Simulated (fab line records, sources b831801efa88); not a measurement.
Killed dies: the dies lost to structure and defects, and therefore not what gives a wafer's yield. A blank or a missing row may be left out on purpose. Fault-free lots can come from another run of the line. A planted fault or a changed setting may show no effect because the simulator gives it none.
fab line records    flow sfq_line
[record] lots = 6  wafers = 18  last_day = 85
route steps=325 shown JJ@190 M5@198
lots with no fault: from the same line, run without faults
start_h: start of the lot's first displayed wafer, in hours after the record's first day    wait_h: hours from the lot's prior step to this one    " as in the row above    L1.1+2: a row that stands for several wafers    - no value present, or no start provided    * or withheld: withheld    < > ~ a bound
route shown NAME@n: NAME is a module with steps in the file, n the number in the route of the first one    usual: average and standard deviation across the fault-free wafers    same: alike in all rows    chamber/n: place in a boat    sites: each site's reading    _std_site: how widely they spread, as a standard deviation    _edge_site: the outer-site mean with the inner-site mean subtracted    radius_mm: for every site, how far away it sits from the centre of the wafer    mask NAME#n: copy n    behind: tool/chamber where the wafer was last shaped    hold: cause of the lot's hold/its duration in hours/its outcome    device: which transistor (n, p or np) failed to switch    end of line: the same wafers' tests at the end of the route    step lacking rows: just its recipe    killed: at the first sort, the dies lost to defects and structure; wafer yield is something else    map: shows each die of a wafer: x if killed, . if not, _ if none is there
set.NAME: the run value of the setting; set.NAME@STEP: its run value at that earlier step    model.NAME: the simulator's own value behind a step, which no gauge read
lots at selected steps of the route; one table per step, one row per wafer
services: from which hour (start_h, from the record's first day; less than 0 if before it) a tool's chamber was out of use, for how many hours, and why
[[steps]]
[step SFQ_TRILAYER_JJ_CE_LITHO_DEVELOP_116]
[recipe] time_s = 60  resist = KrF
[step SFQ_JJ_OVL_MEAS_931]
[usual] J5_OVL = 0/5.4
lot.wafer  tool        chamber  start_h  wait_h  J5_OVL[nm]
L506.1     overlay-01  -        1043.63  0.1     6
L506.3     "           -        "        "       7
L506.6     "           -        "        "       10
L511.1     overlay-02  -        1067.34  0.1     -4
L511.3     "           -        "        "       -5
L511.5     "           -        "        "       -7
L513.4     overlay-02  -        1230.06  0.1     -5
L513.5     "           -        "        "       -5
L513.6     "           -        "        "       -4
L514.2     overlay-02  -        1365.80  0.1     4
L514.4     "           -        "        "       3
L514.6     "           -        "        "       3
L525.4     overlay-02  -        1432.57  0.1     -3
L525.5     "           -        "        "       7
L525.6     "           -        "        "       -3
L526.1     overlay-02  -        1438.56  0.1     9
L526.4     "           -        "        "       3
L526.5     "           -        "        "       9
[step SFQ_TRILAYER_JJ_CE_METRO_MEASURE_117]
[usual] cd_nm = 699.8/1.1
lot.wafer  tool       chamber  start_h  wait_h  cd_nm
L506.1     cd_sem-01  -        1043.66  0.0     700.6
L506.3     "          -        "        "       700.6
L506.6     "          -        "        "       699.7
L511.1     cd_sem-01  -        1067.38  0.0     698.8
L511.3     "          -        "        "       699.0
L511.5     "          -        "        "       699.1
L513.4     cd_sem-01  -        1230.68  0.6     700.0
L513.5     "          -        "        "       699.3
L513.6     "          -        "        "       698.5
L514.2     cd_sem-02  -        1366.03  0.2     698.6
L514.4     "          -        "        "       698.7
L514.6     "          -        "        "       699.9
L525.4     cd_sem-01  -        1433.19  0.6     700.9
L525.5     "          -        "        "       701.6
L525.6     "          -        "        "       701.0
L526.1     cd_sem-02  -        1438.59  0.0     701.5
L526.4     "          -        "        "       700.8
L526.5     "          -        "        "       699.3
[step SFQ_TRILAYER_JJ_CE_BARC_OPEN_RIE_150]
[recipe] mask_material = PR  chemistry = O2  target_depth_nm = 240  target = BARC  icp_w = 600  bias_w = 80  pressure_mtorr = 10  time_s = 80
[usual] bias_w = 79.95/0.23  drypump_motor_current_A = 5.9/0.37  oes_product_au = 0.538/0.0045  rf_fwd_power_W = 595.5/2.3
[same] time_s = 80
lot.wafer  tool          chamber  start_h  wait_h  bias_w  drypump_motor_current_A  oes_product_au  rf_fwd_power_W  rf_hours_counter_h
L506.1     rie_metal-02  1        1044.86  1.0     80.00   6.5                      0.534           593.4           119
L506.3     "             1        "        "       79.79   6.5                      0.534           596.3           -
L506.6     "             0        "        "       79.82   5.6                      0.540           599.2           -
L511.1     rie_metal-02  1        1068.58  1.0     79.80   6.5                      0.532           594.3           122
L511.3     "             1        "        "       79.92   6.5                      0.537           593.8           -
L511.5     "             1        "        "       79.70   6.5                      0.531           590.9           -
L513.4     rie_metal-03  1        1231.31  0.4     79.91   6.1                      0.536           593.4           -
L513.5     "             1        "        "       80.13   6.1                      0.540           596.0           -
L513.6     "             0        "        "       79.78   5.6                      0.529           596.9           -
L514.2     rie_metal-03  0        1367.03  0.8     79.80   5.6                      0.539           599.6           31
L514.4     "             1        "        "       79.79   6.1                      0.529           598.3           -
L514.6     "             1        "        "       80.10   6.2                      0.540           594.0           -
L525.4     rie_metal-02  0        1433.82  0.4     79.55   5.6                      0.535           597.2           -
L525.5     "             0        "        "       79.99   5.6                      0.528           596.8           -
L525.6     "             1        "        "       79.75   6.5                      0.536           593.1           -
L526.1     rie_metal-04  0        1439.79  1.0     80.41   5.9                      0.543           594.2           24
L526.4     "             0        "        "       80.04   5.8                      0.541           594.0           -
L526.5     "             0        "        "       80.34   5.9                      0.535           594.6           -
[step SFQ_TRILAYER_JJ_CE_ETCH_RIE_118]
[recipe] target = Nb  stop_on = Al2O3  mask_material = PR  taper_deg = 13.257  over_etch_frac = 0.15  time_s = 97.7  chemistry = SF6  target_depth_nm = 170  icp_w = 600  bias_w = 80  pressure_mtorr = 10
[usual] bias_w = 80.02/0.23  drypump_motor_current_A = 5.9/0.37  oes_product_au = 0.988/0.0069  rf_fwd_power_W = 596.2/2.2
[same] time_s = 97.7
lot.wafer  tool          chamber  start_h  wait_h  bias_w  drypump_motor_current_A  oes_product_au  rf_fwd_power_W  rf_hours_counter_h
L506.1     rie_metal-02  1        1044.95  0.1     80.34   6.5                      0.997           594.5           119
L506.3     "             1        "        "       80.28   6.5                      0.991           596.6           -
L506.6     "             0        "        "       80.03   5.6                      0.991           598.7           -
L511.1     rie_metal-02  1        1068.67  0.1     79.44   6.5                      0.982           595.2           123
L511.3     "             1        "        "       79.84   6.5                      0.998           596.6           -
L511.5     "             1        "        "       79.77   6.5                      0.978           597.6           -
L513.4     rie_metal-03  1        1231.41  0.1     80.03   6.1                      0.998           593.2           -
L513.5     "             1        "        "       80.23   6.1                      0.993           596.9           -
L513.6     "             0        "        "       79.59   5.6                      0.991           599.4           -
L514.2     rie_metal-03  0        1367.12  0.1     80.16   5.6                      0.994           596.4           31
L514.4     "             1        "        "       80.08   6.1                      0.989           596.5           -
L514.6     "             1        "        "       80.37   6.1                      0.994           596.1           -
L525.4     rie_metal-02  0        1433.92  0.1     80.05   5.6                      0.967           601.3           -
L525.5     "             0        "        "       80.03   5.6                      0.988           600.0           -
L525.6     "             1        "        "       79.92   6.5                      0.990           598.9           -
L526.1     rie_metal-04  0        1439.88  0.1     80.06   5.9                      0.996           598.4           24
L526.4     "             0        "        "       79.89   5.9                      0.991           592.7           -
L526.5     "             0        "        "       79.97   5.9                      0.994           595.9           -
[step SFQ_TRILAYER_JJ_ANODIZE_ANODIZE_119]
[recipe] current_density_ma_cm2 = withheld  end_current_density_ma_cm2 = withheld  bath_temp_c = withheld
[step SFQ_TRILAYER_JJ_CE_STRIP_STRIP_120]
[recipe] gas = O2  power_w = 200  platen_temp_c = 40  overash_fraction = 0.65  chemistry = O2  pressure_mtorr = 50
[usual] drypump_motor_current_A = 5.8/0.4  oes_product_au = 1.000/0.0091
lot.wafer  tool          chamber  start_h  wait_h  drypump_motor_current_A  oes_product_au  rf_hours_counter_h
L506.1     rie_metal-03  0        1045.56  0.0     5.6                      1.016           126
L506.3     "             1        "        "       6.1                      0.996           -
L506.6     "             0        "        "       5.6                      1.018           -
L511.1     rie_metal-02  0        1069.32  0.0     5.6                      1.001           94
L511.3     "             1        "        "       6.5                      0.994           -
L511.5     "             0        "        "       5.6                      0.999           -
L513.4     rie_metal-02  0        1232.58  0.6     5.6                      0.984           -
L513.5     "             0        "        "       5.6                      0.987           -
L513.6     "             0        "        "       5.6                      0.993           -
L514.2     rie_metal-04  0        1368.23  0.0     5.9                      0.988           14
L514.4     "             0        "        "       5.9                      0.990           -
L514.6     "             1        "        "       5.3                      0.997           -
L525.4     rie_metal-04  1        1434.69  0.2     5.4                      0.999           -
L525.5     "             1        "        "       5.4                      1.000           -
L525.6     "             0        "        "       5.9                      0.997           -
L526.1     rie_metal-03  1        1440.54  0.0     6.1                      0.996           14
L526.4     "             1        "        "       6.1                      1.004           -
L526.5     "             1        "        "       6.1                      0.996           -
[step SFQ_TRILAYER_JJ_CE_STRIP_SOLV_CLEAN_121]
[recipe] chemistry = NMP  temp_c = 70  time_s = 600
[step SFQ_TRILAYER_M5_LITHO_COAT_128]
[recipe] resist = BARC  spin_rpm = 3000  resist_thk_nm = 62
[step SFQ_TRILAYER_M5_LITHO_COAT_123]
[recipe] resist = KrF  spin_rpm = 3000  resist_thk_nm = 600
[step SFQ_TRILAYER_M5_LITHO_SOFTBAKE_127]
[recipe] temp_c = withheld  time_s = withheld  resist = KrF
[step SFQ_TRILAYER_M5_LITHO_EXPOSE_124]
[recipe] mask_id = M5  na = 0.6  source_shape = conventional  sigma_outer = 0.65  target_cd_nm = 700  dose_mj = 14.4
[step SFQ_TRILAYER_M5_LITHO_PEB_126]
[recipe] peb_temp_c = 115  peb_time_s = 60  resist = KrF
[usual] chill_plate_temp_C = 23.02/0.098  exhaust_pa = 45.0/0.95
lot.wafer  tool            chamber  start_h  wait_h  chill_plate_temp_C  exhaust_pa
L506.1     litho_track-04  0        1174.03  1.0     22.82               44.8
L506.3     "               0        "        "       23.00               45.1
L506.6     "               0        "        "       22.97               45.3
L511.1     litho_track-01  0        1198.85  1.0     22.85               43.7
L511.3     "               0        "        "       22.83               45.2
L511.5     "               0        "        "       22.94               45.5
L513.4     litho_track-01  0        1366.08  0.5     23.14               44.6
L513.5     "               0        "        "       22.95               45.0
L513.6     "               0        "        "       23.07               44.3
L514.2     litho_track-03  0        1488.20  0.8     22.88               46.8
L514.4     "               0        "        "       22.85               47.3
L514.6     "               0        "        "       23.09               47.3
L525.4     litho_track-04  -        1549.77  0.5     -                   -
L525.5     "               -        "        "       -                   -
L525.6     "               -        "        "       -                   -
L526.1     litho_track-01  -        1553.30  1.0     -                   -
L526.4     "               -        "        "       -                   -
L526.5     "               -        "        "       -                   -
[step SFQ_TRILAYER_M5_LITHO_DEVELOP_125]
[recipe] time_s = 60  resist = KrF
[[services]]
tool          chamber  start_h  hours  kind
rie_metal-04  1        1036.43  8.0    repair
rie_metal-02  0        1038.25  2.3    repair
cd_sem-01     -        1046.99  16.3   repair
rie_metal-04  -        1090.39  2.8    pm
cd_sem-01     -        1109.76  0.6    pm
cd_sem-01     -        1130.17  0.1    pm
rie_metal-04  -        1154.38  1.1    repair
rie_metal-02  -        1165.26  0.6    repair
cd_sem-01     -        1178.88  0.5    pm
rie_metal-04  -        1192.87  0.3    repair
cd_sem-01     -        1228.99  0.6    pm
rie_metal-02  -        1282.96  0.4    repair
cd_sem-01     -        1293.76  0.9    pm
rie_metal-04  1        1307.77  10.1   repair
cd_sem-01     -        1314.17  0.5    pm
rie_metal-02  1        1349.05  4.8    repair
rie_metal-02  -        1357.02  0.9    repair
cd_sem-01     -        1362.88  0.7    pm
rie_metal-02  -        1416.06  1.4    pm
cd_sem-01     -        1477.76  1.5    pm
rie_metal-02  -        1485.90  0.4    repair
rie_metal-02  1        1494.15  3.6    repair
rie_metal-02  0        1506.54  4.9    repair
rie_metal-03  -        1529.49  0.8    repair
[[key]]
[first_sign] step = SFQ_TRILAYER_M5_LITHO_PEB_126  reading = tool_record  direction = missing
effect none on later readings
met_at SFQ_TRILAYER_M5_LITHO_PEB_126
struck_wafers L525.4,L525.5,L525.6,L526.1,L526.4,L526.5
onset_between 1366.08 1549.77
[fault] kind = skipped_step_whole  tool = litho_track-01,litho_track-04  chamber = -  onset_h = 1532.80  steps = SFQ_TRILAYER_M5_LITHO_PEB_126  scope = struck_lots_only
